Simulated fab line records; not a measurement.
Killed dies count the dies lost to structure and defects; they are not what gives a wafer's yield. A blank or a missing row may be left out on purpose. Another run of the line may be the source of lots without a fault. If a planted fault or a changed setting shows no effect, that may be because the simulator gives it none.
Which tool is to blame?	flow sky130	7 lots (21 wafers sampled), 1 step of a 708-step route

== WHAT THE GAUGES READ, wafer by wafer ==
SKY_VIA4_OVL_MEAS_11.
lot	measured	on	VIA4_OVL (nm)
L396	day 44 04:17	overlay-01	-0.7 -0.6 -1.3
L398	day 44 12:44	overlay-02	-0.3 -0.3 -1.2
L400	day 44 21:40	overlay-02	-2.7 -1.2 -2.2
L403	day 45 19:26	overlay-02	-0.4 1.0 -1.2
L408	day 47 11:13	overlay-02	-0.5 -0.5 -0.8
L412	day 48 04:05	overlay-02	-3.2 -2.9 -2.9
L415	day 48 17:29	overlay-01	-2.3 -4.6 -1.9

== WHICH TOOL RAN EACH LOT (tool, then ch and the chambers of the sampled wafers, then the start) ==
Record: no process step prior to these readings.

== THE ANSWER, worked out from the rows above alone ==
Rule: the usual values come from the lots themselves. The widest of any qualifying gaps counts: lots, ordered by their means at a reading, are off when they make up no more than a third of the lots, leave a main group of 4 or more, and stand apart from it by 3 or more times the standard deviation of that group's means. If all means in a main group match to the digits the tables above print for the reading, that group is not used. A lot without any number at a reading at which 4 lots or more have one is off too. The other lots that the step has rows for count as sound.
Across all readings shown, no lot is off: no conclusion can be drawn from this.

== WHAT THE SIMULATOR PUT IN ==
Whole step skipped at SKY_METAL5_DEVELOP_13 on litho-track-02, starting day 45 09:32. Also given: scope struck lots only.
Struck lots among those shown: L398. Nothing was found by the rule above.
